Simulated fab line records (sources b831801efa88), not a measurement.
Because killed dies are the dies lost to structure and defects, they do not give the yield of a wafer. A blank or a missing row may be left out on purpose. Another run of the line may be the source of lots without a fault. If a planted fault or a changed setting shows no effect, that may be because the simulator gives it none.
fab line records	flow sky130
record: lots: 7	wafers: 20	last_day: 49
route steps=708 shown METAL1@452 VIA1@458 PAD_OPEN@708
lots that met no fault: taken from a fault-free run of the same line
start_h: hours from the record's first day to the start of the lot's first wafer shown	wait_h: hours elapsed since this lot's preceding step	" unchanged from the row above	L1.1+2: a row that stands for several wafers	- either no value or no given start	* or withheld: withheld	< > ~ a bound
route shown NAME@n: NAME is a module with steps in the file, n the number in the route of the first one	usual: the fault-free wafers' mean and standard deviation	same: alike in all rows	chamber/n: place in a boat	sites: each site's reading	_std_site: their standard deviation	_edge_site: inner sites' mean taken away from outer sites' mean	radius_mm: how far each site lies from the wafer's centre	mask NAME#n: copy n	behind: the tool/chamber that last shaped the wafer	hold: why the lot was held/for how many hours/how that ended	device: transistor that didn't switch, given as n, p or np	end of line: the route-end tests of the same wafers	where a step has no rows: the recipe by itself	killed: not the wafer's yield, but the dies lost to structure and defects at the first sort	map: dies across one wafer; x = killed, . = not, _ = none there
set.NAME: the setting as run; set.NAME@STEP: as run at that earlier step	model.NAME: the simulator's own value behind a step, which no gauge read
a table for each step, a row for each wafer; lots at some steps of the route
services: a tool's chamber out of use, with start hour (start_h, from the record's first day; less than 0 if before it), hours out, and reason
== steps ==
step: SKY_METAL1_ETCH_18
recipe: chemistry: N2/H2	target: BARC	ion_energy_ev: 200	bias_w: 100	pressure_mtorr: 30	n2_flow_sccm: 100	h2_flow_sccm: 200	icp_w: 500	stop_on: SiO2	time_s: 45.9	target_depth_a: 600
usual: drypump_motor_current_A: 5.9/0.58	h2_flow_sccm: 200.0/0.63	oes_product_au: 0.853/0.0047	throttle_valve_pct: 13.225/0.0099
lot.wafer	tool	chamber	start_h	wait_h	drypump_motor_current_A	h2_flow_sccm	oes_product_au	rf_hours_counter_h	throttle_valve_pct
L615.3	rie_metal-01	1	794.84	0.0	6.3	200.7	0.843	-	13.217
L615.4	"	0	"	"	6.3	200.1	0.856	-	13.221
L615.6	"	1	"	"	6.3	200.2	0.854	-	13.218
L616.2	rie_metal-03	1	803.24	0.0	5.1	200.1	0.860	1	13.216
L616.4	"	1	"	"	5.1	200.3	0.860	-	13.243
L616.5	"	0	"	"	5.0	199.3	0.848	-	13.220
L624.1	rie_metal-03	1	865.06	0.0	5.1	200.8	0.853	4	13.235
L624.4	"	1	"	"	5.1	200.6	0.846	-	13.208
L624.5	"	1	"	"	5.1	199.7	0.856	-	13.221
L625.1	rie_metal-04	1	866.96	0.0	6.3	199.9	0.863	2	13.207
L625.5	"	0	"	"	6.1	199.7	0.850	-	13.237
L625.6	"	1	"	"	6.4	199.1	0.863	-	13.217
L626.1	rie_metal-04	1	883.44	0.1	6.4	199.0	0.857	3	13.235
L626.5	"	1	"	"	6.4	200.3	0.854	-	13.216
L626.6	"	1	"	"	6.3	199.8	0.863	-	13.216
L627.1	rie_metal-04	1	892.38	0.1	6.3	198.9	0.859	4	13.232
L627.2	"	1	"	"	6.3	198.9	0.859	-	13.238
L627.3	"	1	"	"	6.4	199.8	0.862	-	13.221
L629.1	rie_metal-01	0	902.40	0.1	6.3	200.9	0.855	13	13.226
L629.6	"	0	"	"	6.3	201.0	0.854	-	13.227
step: SKY_METAL1_METAL_ETCH_19
recipe: target_depth_a: 3600	stop_on: SiO2	over_etch_frac: 0.3	time_s: 78	chemistry: Cl2/BCl3	resist_sidewall_deg: 88	pressure_mtorr: 10	icp_w: 900	bias_w: 48.5	Cl2_flow_sccm: 60	bcl3_flow_sccm: 30
usual: drypump_motor_current_A: 5.9/0.57	oes_product_au: 0.852/0.0055	throttle_valve_pct: 22.265/0.0088
lot.wafer	tool	chamber	start_h	wait_h	drypump_motor_current_A	oes_product_au	rf_hours_counter_h	throttle_valve_pct
L615.3	rie_metal-01	1	794.91	0.1	6.3	0.851	-	22.266
L615.4	"	0	"	"	6.3	0.849	-	22.273
L615.6	"	1	"	"	6.3	0.853	-	22.257
L616.2	rie_metal-03	1	803.31	0.0	5.1	0.860	1	22.262
L616.4	"	1	"	"	5.1	0.846	-	22.256
L616.5	"	0	"	"	4.9	0.853	-	22.252
L624.1	rie_metal-03	1	865.12	0.0	5.1	0.846	4	22.266
L624.4	"	1	"	"	5.1	0.849	-	22.255
L624.5	"	1	"	"	5.1	0.855	-	22.267
L625.1	rie_metal-04	1	867.02	0.0	6.3	0.850	2	22.264
L625.5	"	0	"	"	6.1	0.858	-	22.264
L625.6	"	1	"	"	6.3	0.851	-	22.268
L626.1	rie_metal-04	1	883.56	0.1	6.3	0.843	3	22.280
L626.5	"	1	"	"	6.3	0.850	-	22.271
L626.6	"	1	"	"	6.3	0.850	-	22.253
L627.1	rie_metal-04	1	892.50	0.1	6.3	0.842	4	22.266
L627.2	"	1	"	"	6.3	0.849	-	22.282
L627.3	"	1	"	"	6.3	0.844	-	22.277
L629.1	rie_metal-01	0	902.53	0.1	6.3	0.843	13	22.263
L629.6	"	0	"	"	6.3	0.833	-	22.258
step: SKY_METAL1_STRIP_20
recipe: chemistry: O2/N2	power_w: 1400	pressure_mtorr: 1500	platen_temp_c: withheld	o2_flow_sccm: 3000	n2_flow_sccm: 300	overash_fraction: 0.5
usual: drypump_motor_current_A: 5.8/0.54	oes_product_au: 0.342/0.0049	strip_time_to_endpoint_s: 2.69/0.041
same: overash_fraction: 0.5
lot.wafer	tool	chamber	start_h	wait_h	drypump_motor_current_A	oes_product_au	rf_hours_counter_h	strip_time_to_endpoint_s
L615.3	plasma_asher-04	1	795.01	0.1	5.2	0.346	-	2.72
L615.4	"	0	"	"	5.6	0.338	-	2.66
L615.6	"	0	"	"	5.6	0.349	-	2.68
L616.2	plasma_asher-02	1	803.40	0.1	5.7	0.332	6	2.61
L616.4	"	0	"	"	5.3	0.345	-	2.65
L616.5	"	1	"	"	5.7	0.338	-	2.63
L624.1	plasma_asher-02	1	865.21	0.1	5.7	0.342	11	2.68
L624.4	"	0	"	"	5.3	0.344	-	2.67
L624.5	"	0	"	"	5.4	0.334	-	2.67
L625.1	plasma_asher-01	1	867.11	0.1	6.6	0.347	106	2.77
L625.5	"	1	"	"	6.6	0.344	-	2.71
L625.6	"	0	"	"	6.5	0.336	-	2.75
L626.1	plasma_asher-02	0	883.74	0.1	5.4	0.347	14	2.73
L626.5	"	1	"	"	5.7	0.341	-	2.73
L626.6	"	0	"	"	5.3	0.342	-	2.76
L627.1	plasma_asher-02	0	892.68	0.1	5.3	0.344	15	2.75
L627.2	"	1	"	"	5.7	0.341	15	2.70
L627.3	"	1	"	"	5.7	0.346	-	2.73
L629.1	plasma_asher-04	1	902.71	0.1	5.2	0.338	78	2.64
L629.6	"	0	"	"	5.6	0.338	-	2.65
step: SKY_METAL1_STRIP_21
recipe: chemistry: post_etch_residue_remover	time_s: 1200	temp_c: 72.5
step: SKY_METAL1_CLEAN_22
recipe: chemistry: IPA	time_s: 180	temp_c: 25
step: SKY_METAL1_CLEAN_23
recipe: chemistry: O3/DIW	dry: n2_spin
step: SKY_VIA1_HDPCVD_00
recipe: material: SiO2	target_thk_nm: 1030	sigma_open_frac: 0.3	time_s: 171.7	temp_c: 400	sih4_flow_sccm: 60	pressure_mtorr: 6
step: SKY_VIA1_THK_MEAS_01
recipe: reads: SiO2_of_VIA1_HDPCVD_00
usual: VIA1_HDPCVD_THK: 1031/11
lot.wafer	tool	chamber	start_h	wait_h	VIA1_HDPCVD_THK[nm]
L615.3	film_metro-02	-	795.71	0.1	1040
L615.4	"	-	"	"	1044
L615.6	"	-	"	"	1037
L616.2	film_metro-02	-	804.19	0.1	1021
L616.4	"	-	"	"	1030
L616.5	"	-	"	"	1015
L624.1	film_metro-02	-	865.91	0.1	1041
L624.4	"	-	"	"	1043
L624.5	"	-	"	"	1043
L625.1	film_metro-01	-	867.81	0.1	1019
L625.5	"	-	"	"	1025
L625.6	"	-	"	"	1021
L626.1	film_metro-01	-	884.45	0.1	1029
L626.5	"	-	"	"	1034
L626.6	"	-	"	"	1042
L627.1	film_metro-04	-	893.44	0.1	1011
L627.2	"	-	"	"	1035
L627.3	"	-	"	"	1022
L629.1	film_metro-01	-	903.76	0.1	1033
L629.6	"	-	"	"	1011
step: SKY_VIA1_CMP_02
recipe: material: SiO2	down_force_psi: 4	platen_rpm: 60	pad_velocity_m_s: 0.94248
usual: motor_current_A: 11.1/0.94	platen_rpm: 60.00/0.04	retaining_ring_pressure_frac: 1.000/0.0051
lot.wafer	tool	chamber	start_h	wait_h	motor_current_A	platen_rpm	retaining_ring_pressure_frac
L615.3	cmp-01	2	795.80	0.1	9.7	60.01	0.994
L615.4	"	3	"	"	11.4	59.97	0.999
L615.6	"	2	"	"	9.7	59.97	0.995
L616.4	cmp-02	1	804.34	0.1	12.5	60.07	0.990
L616.2	"	2	"	"	8.4	59.99	1.004
L616.5	"	0	"	"	12.4	59.97	0.998
L624.4	cmp-01	3	866.11	0.2	12.1	60.05	1.000
L624.1	"	2	"	"	9.4	59.94	0.993
L624.5	"	0	"	"	11.2	59.94	1.006
L625.1	cmp-01	2	868.02	0.2	10.0	59.96	1.004
L625.6	"	3	"	"	12.1	60.01	0.999
L625.5	"	0	"	"	11.0	60.02	1.002
L626.1	cmp-01	0	884.57	0.1	11.8	60.07	1.000
L626.5	"	0	"	"	11.0	60.05	0.996
L626.6	"	1	"	"	10.8	59.96	1.000
L627.1	cmp-01	0	893.55	0.1	11.2	59.93	0.994
L627.2	"	1	"	"	10.8	60.01	0.995
L627.3	"	2	"	"	9.7	59.91	0.996
L629.1	cmp-01	3	903.92	0.1	11.7	60.02	0.995
L629.6	"	1	"	"	11.1	59.97	0.997
step: SKY_VIA1_BOW_MEAS_03
recipe: mode: bow
usual: VIA1_BOW: 78/7.7
lot.wafer	tool	chamber	start_h	wait_h	VIA1_BOW[um]
L615.3	film_metro-02	-	796.11	0.3	97
L615.4	"	-	"	"	78
L615.6	"	-	"	"	65
L616.2	film_metro-01	-	804.56	0.1	86
L616.4	"	-	"	"	86
L616.5	"	-	"	"	84
L624.1	film_metro-01	-	866.46	0.1	73
L624.4	"	-	"	"	78
L624.5	"	-	"	"	66
L625.1	film_metro-04	-	868.17	0.1	95
L625.5	"	-	"	"	80
L625.6	"	-	"	"	77
L626.1	film_metro-04	-	884.87	0.2	82
L626.5	"	-	"	"	62
L626.6	"	-	"	"	82
L627.1	film_metro-01	-	893.80	0.2	81
L627.2	"	-	"	"	75
L627.3	"	-	"	"	80
L629.1	film_metro-02	-	904.12	0.1	75
L629.6	"	-	"	"	71
step: SKY_VIA1_DEHYDRATE_04
recipe: temp_c: 200	time_s: 60
step: SKY_VIA1_HMDS_05
recipe: prime_time_s: 60	prime_temp_c: 120
step: SKY_VIA1_COAT_06
recipe: resist: BARC	temp_c: withheld	time_s: withheld	spin_rpm: 3000	resist_thk_nm: 60
usual: dispense_pressure_kPa: 51.3/0.91
lot.wafer	tool	chamber	start_h	wait_h	dispense_pressure_kPa
L615.3	litho_track-03	0	808.63	0.1	52.3
L615.4	"	0	"	"	52.3
L615.6	"	0	"	"	52.3
L616.2	litho_track-04	0	818.18	0.1	50.6
L616.4	"	0	"	"	50.6
L616.5	"	0	"	"	50.6
L624.1	litho_track-03	0	878.93	0.1	52.2
L624.4	"	0	"	"	52.2
L624.5	"	0	"	"	52.2
L625.1	litho_track-04	0	880.61	0.1	50.6
L625.5	"	0	"	"	50.6
L625.6	"	0	"	"	50.6
L626.1	litho_track-03	0	897.68	0.1	52.3
L626.5	"	0	"	"	52.2
L626.6	"	0	"	"	52.2
L627.1	litho_track-03	0	906.08	0.1	52.2
L627.2	"	0	"	"	52.2
L627.3	"	0	"	"	52.2
L629.1	litho_track-03	0	916.83	0.1	52.2
L629.6	"	0	"	"	52.2
step: SKY_VIA1_COAT_07
recipe: resist: KrF-thick	spin_rpm: 3000	resist_thk_nm: 450
step: SKY_VIA1_SOFTBAKE_08
recipe: temp_c: 100	time_s: 90	resist: KrF-thick
step: SKY_VIA1_EXPOSE_09
recipe: mask_id: VIM	na: 0.8	source_shape: annular	sigma_inner: 0.55	sigma_outer: 0.85	target_cd_nm: 150	dose_mj: 38
step: SKY_VIA1_PEB_10
recipe: peb_temp_c: withheld	peb_time_s: withheld	resist: KrF-thick
step: SKY_VIA1_DEVELOP_11
recipe: develop_time_s: 60	resist: KrF-thick	dev_temp_c: 21
step: SKY_VIA1_CD_MEAS_12
recipe: target_cd_nm: 150
usual: cd_nm: 149.7/1.7
lot.wafer	tool	chamber	start_h	wait_h	cd_nm
L615.3	cd_sem-02	-	822.21	-	149.0
L615.4	"	-	"	"	149.5
L615.6	"	-	"	"	150.9
L616.2	cd_sem-01	-	830.98	-	149.2
L616.4	"	-	"	"	149.5
L616.5	"	-	"	"	150.1
L624.1	cd_sem-01	-	891.62	-	146.6
L624.4	"	-	"	"	146.4
L624.5	"	-	"	"	145.9
L625.1	cd_sem-02	-	893.93	-	151.8
L625.5	"	-	"	"	149.9
L625.6	"	-	"	"	152.9
L626.1	cd_sem-02	-	910.21	-	148.0
L626.5	"	-	"	"	148.8
L626.6	"	-	"	"	148.0
L627.1	cd_sem-01	-	919.32	-	147.1
L627.2	"	-	"	"	147.5
L627.3	"	-	"	"	145.3
L629.1	cd_sem-02	-	929.42	-	151.3
L629.6	"	-	"	"	151.7
step: SKY_VIA1_OVL_MEAS_13
usual: VIA1_OVL: 0/6
lot.wafer	tool	chamber	start_h	wait_h	VIA1_OVL[nm]
L615.3	overlay-02	-	822.30	0.1	-2
L615.4	"	-	"	"	1
L615.6	"	-	"	"	-5
L616.2	overlay-01	-	831.08	0.1	-6
L616.4	"	-	"	"	5
L616.5	"	-	"	"	0
L624.1	overlay-01	-	891.74	0.1	-3
L624.4	"	-	"	"	9
L624.5	"	-	"	"	-1
L625.1	overlay-02	-	894.05	0.1	5
L625.5	"	-	"	"	0
L625.6	"	-	"	"	0
L626.1	overlay-02	-	910.33	0.1	1
L626.5	"	-	"	"	10
L626.6	"	-	"	"	1
L627.1	overlay-01	-	919.44	0.1	0
L627.2	"	-	"	"	11
L627.3	"	-	"	"	-4
L629.1	overlay-02	-	929.54	0.1	-8
L629.6	"	-	"	"	1
step: SKY_VIA1_ETCH_14
recipe: chemistry: N2/H2	target: BARC	ion_energy_ev: 200	source_w: 500	bias_w: 100	pressure_mtorr: 30	n2_flow_sccm: 100	h2_flow_sccm: 200	stop_on: SiO2	time_s: 45.9	target_depth_a: 600
usual: drypump_motor_current_A: 5.6/0.43	h2_flow_sccm: 200.0/0.59	oes_product_au: 0.854/0.0041	throttle_valve_pct: 13.224/0.0088
lot.wafer	tool	chamber	start_h	wait_h	drypump_motor_current_A	h2_flow_sccm	oes_product_au	rf_hours_counter_h	throttle_valve_pct	model.etch.depth_nm
L615.3	rie_diel-01	0	822.33	0.0	5.7	199.4	0.854	9	13.220	59.85
L615.4	"	2	"	"	6.0	199.7	0.850	6	13.232	59.92
L615.6	"	1	"	"	5.3	199.7	0.854	-	13.215	60.03
L616.2	rie_diel-01	0	831.11	0.0	5.7	200.4	0.854	10	13.222	60.1
L616.4	"	2	"	"	6.0	200.1	0.856	7	13.234	59.85
L616.5	"	1	"	"	5.3	198.6	0.859	-	13.213	60.22
L624.1	rie_diel-04	3	891.78	0.0	5.7	199.9	0.855	14	13.215	59.8
L624.4	"	1	"	"	5.5	200.2	0.847	18	13.226	59.69
L624.5	"	3	"	"	5.6	200.3	0.845	-	13.220	59.71
L625.1	rie_diel-04	1	894.09	0.0	5.5	200.2	0.865	18	13.233	60.02
L625.5	"	0	"	"	6.3	201.1	0.856	-	13.224	59.8
L625.6	"	1	"	"	5.5	200.1	0.853	-	13.210	59.82
L626.1	rie_diel-03	1	910.36	0.0	4.7	200.0	0.832	5	13.224	56.94
L626.5	"	1	"	"	4.7	198.8	0.859	-	13.219	60.1
L626.6	"	0	"	"	6.3	199.3	0.832	-	13.221	57.04
L627.1	rie_diel-03	0	919.48	0.0	6.3	201.3	0.820	14	13.224	56.64
L627.2	"	1	"	"	4.7	200.2	0.856	5	13.221	59.66
L627.3	"	2	"	"	5.7	199.9	0.849	15	13.230	59.57
L629.1	rie_diel-04	0	929.58	0.0	6.2	200.3	0.829	9	13.207	56.76
L629.6	"	3	"	"	5.7	200.4	0.837	-	13.227	56.85
step: SKY_VIA1_ETCH_15
recipe: target: SiO2	chemistry: C4F8/O2/Ar	target_depth_nm: 351	stop_on: TiN	mask_material: KrF-thick	source_w: 1500	bias_w: 1200	pressure_mtorr: 40	c4f8_flow_sccm: withheld	O2_flow_sccm: 6	Ar_flow_sccm: 300	time_s: 54
usual: oes_product_au: 0.981/0.0048
lot.wafer	tool	chamber	start_h	wait_h	oes_product_au	rf_hours_counter_h
L615.3	rie_diel-01	0	822.37	0.0	0.987	9
L615.4	"	2	"	"	0.981	6
L615.6	"	1	"	"	0.979	-
L616.2	rie_diel-01	0	831.15	0.0	0.975	10
L616.4	"	2	"	"	0.981	7
L616.5	"	1	"	"	0.974	-
L624.1	rie_diel-04	3	891.82	0.0	0.980	14
L624.4	"	1	"	"	0.980	18
L624.5	"	3	"	"	0.983	-
L625.1	rie_diel-04	1	894.13	0.0	0.981	18
L625.5	"	0	"	"	0.983	-
L625.6	"	1	"	"	0.985	-
L626.1	rie_diel-03	1	910.41	0.0	0.977	5
L626.5	"	1	"	"	0.981	-
L626.6	"	0	"	"	0.988	-
L627.1	rie_diel-03	0	919.52	0.0	0.987	14
L627.2	"	1	"	"	0.982	5
L627.3	"	2	"	"	0.982	15
L629.1	rie_diel-04	0	929.62	0.0	0.976	9
L629.6	"	3	"	"	0.977	-
step: SKY_PAD_OPEN_PROBE_99
usual: defect_limited_yield: 82.4/1.8	killed_at_M0_to_M3: 45/6.8	killed_at_M4_up: 3.2/1.6	killed_at_contacts: 24/5.1	killed_at_front_end: 14/4.4	killed_at_other: 0.4/0.65	killed_dies: 87/8.8	killed_open: 47/7.2	killed_short: 39/6.1	sort_bin_3_pad_short: 0.9/0.38	sort_bin_5_function: 10.4/1.5	sort_bin_6_memory: 6.4/1.1	sort_n_pass: 405/8.8	sort_yield_pct: 82.4/1.8
same: gross_dies: 492	killed_at_back_side: 0	sort_bin_4_leakage[%]: 0	sort_bin_8_speed[%]: 0
lot.wafer	tool	chamber	start_h	wait_h	defect_limited_yield[%]	killed_at_M0_to_M3	killed_at_M4_up	killed_at_contacts	killed_at_front_end	killed_at_other	killed_dies	killed_open	killed_short	sort_bin_3_pad_short[%]	sort_bin_5_function[%]	sort_bin_6_memory[%]	sort_n_pass	sort_yield_pct[%]
L625.6	prober-02	-	1153.83	0.2	81.7	48	7	23	12	0	90	46	44	1.2	9.1	7.9	402	81.7
L627.1	prober-02	-	1169.99	0.1	83.3	44	6	20	12	0	82	43	39	0.8	10.0	5.9	410	83.3
killed by level:class
L625.6 CONTACT:geometric_particle:open=12 METAL2:geometric_particle:short=9 VIA1:geometric_particle:short=7 METAL1:geometric_particle:short=6 VIA1:geometric_particle:open=6 LI_CONTACT:geometric_particle:open=5 METAL4:geometric_particle:short=5 POLY_GATE:geometric_particle:open=4
L627.1 CONTACT:geometric_particle:open=11 VIA3:geometric_particle:open=9 VIA1:geometric_particle:open=8 METAL1:geometric_particle:short=5 FIELD_ISO:geometric_particle:open=4 FIELD_ISO:geometric_particle:short=4 CONTACT:geometric_particle:short=4 VIA1:geometric_particle:short=4
== services ==
tool	chamber	start_h	hours	kind
cmp-02	-	782.22	17.9	pm
rie_metal-01	-	797.92	2.1	repair
cmp-02	-	800.61	0.6	repair
plasma_asher-04	-	801.29	12.6	repair
rie_metal-04	1	807.09	-	clean
rie_metal-04	1	807.09	22.8	scheduled_down
rie_metal-04	1	807.09	22.8	vent_cycle
plasma_asher-02	-	821.24	12.2	pm
rie_metal-03	0	822.57	13.1	repair
plasma_asher-04	-	842.84	0.3	repair
rie_diel-03	1	843.60	13.1	repair
rie_metal-03	0	843.74	5.0	repair
rie_diel-04	3	849.32	2.4	repair
cmp-02	-	852.34	0.8	repair
rie_metal-03	-	856.31	2.8	pm
plasma_asher-01	-	858.36	3.5	repair
rie_metal-01	-	864.28	18.1	repair
cmp-02	-	864.46	4.5	pm
rie_metal-01	1	873.02	81.6	repair
cmp-02	-	876.24	1.0	repair
cmp-02	-	893.70	0.6	repair
rie_diel-03	-	898.55	4.2	repair
cmp-01	-	912.00	4.0	pm
rie_metal-04	-	913.56	0.7	repair
== key ==
first_sign: step: SKY_VIA1_ETCH_14	reading: oes_product_au	direction: down	sigmas: 5.8	usual: 0.854	struck: 0.830
effect none on later readings
model_effect: step: SKY_VIA1_ETCH_14	value: etch.depth_nm	without: 59.98	struck: 56.85
met_at SKY_VIA1_COAT_06
struck_wafers L626.1,L626.6,L627.1,L629.1,L629.6
onset_between 878.93 897.68
fault: kind: process_parameter_drift	tool: litho_track-03	chamber: -	onset_h: 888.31	steps: SKY_VIA1_COAT_06	channel: resist_thk_nm	offset: -3.1346	shape: step	end_h: 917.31	scope: struck_wafers_only	acts_in: these_recipes_only	stated: 60
